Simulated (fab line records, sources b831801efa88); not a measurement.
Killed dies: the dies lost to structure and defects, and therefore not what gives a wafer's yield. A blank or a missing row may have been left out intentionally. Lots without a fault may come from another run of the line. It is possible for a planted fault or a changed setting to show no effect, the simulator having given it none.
2 desks looking at one fault	flow gf180mcu	each desk holds nothing but its own numbers, with what lay behind them at the end

METROLOGY DESK
Lot by lot, what the gauges showed, no matter which tool ran the lot: averages of those sampled wafers that carry a number. The brackets show how far a lot's mean lies from the usual mean; more than 4 standard deviations puts the lot out of limits, marked OUT.
Columns: A = cdNm at GF_M5_CD_MEAS_07, usual 280.2 nm; B = M5_OVL at GF_M5_OVL_MEAS_08, usual 1 nm
lot	first seen here	A	B
L133	day 26 14:30	280.1	2
L134	day 26 15:45	279.9	4
L142	day 29 03:54	281.9	-4
L143	day 29 08:27	279.7	2
L144	day 29 19:37	283.2	4
L150	day 31 06:22	280.1	-10
This desk found nothing out of limits on any of the 6 lots.

THE TOOL OWNER'S DESK: lithoTrack-02
The tool's own readings at GF_M5_PEB_05 (peb time 90 s): means of the sampled wafers that have a number, for each lot that ran on this tool. The brackets show how far a lot's mean lies from the usual mean; more than 4 standard deviations puts the lot out of limits, marked OUT.
Columns: A = heaterPowerTotalW at GF_M5_PEB_05, usual 85.70 W
lot	first seen here	A
L133	day 26 14:09	85.72
L134	day 26 15:24	85.66
L142	day 29 03:33	88.24 (+31) OUT
L144	day 29 19:17	88.22 (+31) OUT
This desk's verdict: out of limits on L142, L144, starting with L142 at day 29 03:33 (heaterPowerTotalW at GF_M5_PEB_05). In limits: L133, L134.

PUT TOGETHER
The tool owner's desk had the chance to raise an alarm at day 29 03:33 on L142, L144.
From the metrology desk's view, nothing was out of limits.
The metrology desk holds a record of L142, L144, inside its limits.
All the named lots went through GF_M5_PEB_05 on lithoTrack-02.

WHAT THE SIMULATOR PUT IN
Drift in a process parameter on lithoTrack-02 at GF_M5_PEB_05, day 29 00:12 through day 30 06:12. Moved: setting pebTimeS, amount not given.
Struck lots among those shown: L142, L144.
How many hours passed from the start of the fault until each desk's first out-of-limits reading: the tool owner's desk, 3.
